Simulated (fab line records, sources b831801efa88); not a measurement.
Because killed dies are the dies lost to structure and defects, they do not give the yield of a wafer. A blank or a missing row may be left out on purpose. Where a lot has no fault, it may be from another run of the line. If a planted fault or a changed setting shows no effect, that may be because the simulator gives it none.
A single fault, viewed from 2 desks ; flow gf180mcu ; what lay behind the numbers comes last; until then each desk has only its own

## AT THE METROLOGY DESK
What the gauges read, lot by lot, whatever tool the lot ran on: means of the sampled wafers that have a number. The brackets show how far a lot's mean lies from the usual mean; more than 4 standard deviations puts the lot out of limits, marked OUT.
Columns: A = V4_CVD_02_THK at GF_V4_THK_MEAS_03, usual 848 nm; B = MIM_CVD_05_THK at GF_MIM_THK_MEAS_06, usual 42.1 nm
lot;first seen here;A;B
L577;day 23 15:16;856;42.2
L579;day 24 11:32;854;42.0
L580;day 24 17:05;858;41.9
L581;day 25 03:35;852;42.4
L582;day 25 11:21;836;41.6
L583;day 25 17:50;854;42.3
L584;day 26 08:32;843;41.7
L585;day 26 15:33;846;41.5
L586;day 27 01:02;856;42.2
L593;day 29 00:53;851;13.4 (-55) OUT
L595;day 29 10:36;848;13.3 (-55) OUT
L599;day 30 14:29;855;41.7
L600;day 30 20:37;853;41.4
This desk reports L593, L595 out of limits; the earliest was L593 at day 29 22:13 (MIM_CVD_05_THK at GF_MIM_THK_MEAS_06). Within limits: L577, L579, L580, L581, L582, L583, L584, L585, L586, L599, L600.

## DESK OF THE TOOL OWNER: pecvd-03
The tool's own readings at GF_MIM_CVD_05 (deposits Si3N4, target thk 42 nm, time 29.086 s): means of the sampled wafers that have a number, for each lot that ran on this tool. The brackets show how far a lot's mean lies from the usual mean; more than 4 standard deviations puts the lot out of limits, marked OUT.
Columns: A = heater-power-w at GF_MIM_CVD_05, usual 645 W; B = temp-max-c at GF_MIM_CVD_05, usual 400.02 C
lot;first seen here;A;B
L577;day 24 16:03;641;400.11
L581;day 26 03:37;641;399.69
L583;day 26 17:14;610;400.04
L584;day 27 06:57;608;400.07
L586;day 27 22:53;587;399.69
L593;day 29 22:10;623;400.12
L595;day 30 07:16;594;400.18
This desk's verdict: no lot among the 7 shows anything out of limits.

## PUT TOGETHER
On L593, L595, the metrology desk was in a position to raise an alarm at day 29 22:13.
The tool owner's desk saw nothing out of limits.
The tool owner's desk has L593, L595 on record, within its limits.
On pecvd-03, each named lot ran GF_MIM_CVD_05.

## WHAT WAS PUT IN BY THE SIMULATOR
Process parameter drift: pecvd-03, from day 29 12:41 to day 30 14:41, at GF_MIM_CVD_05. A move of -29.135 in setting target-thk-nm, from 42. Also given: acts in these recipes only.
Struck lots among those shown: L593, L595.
Delay in hours, fault start to first out-of-limits reading, per desk: metrology desk 10.
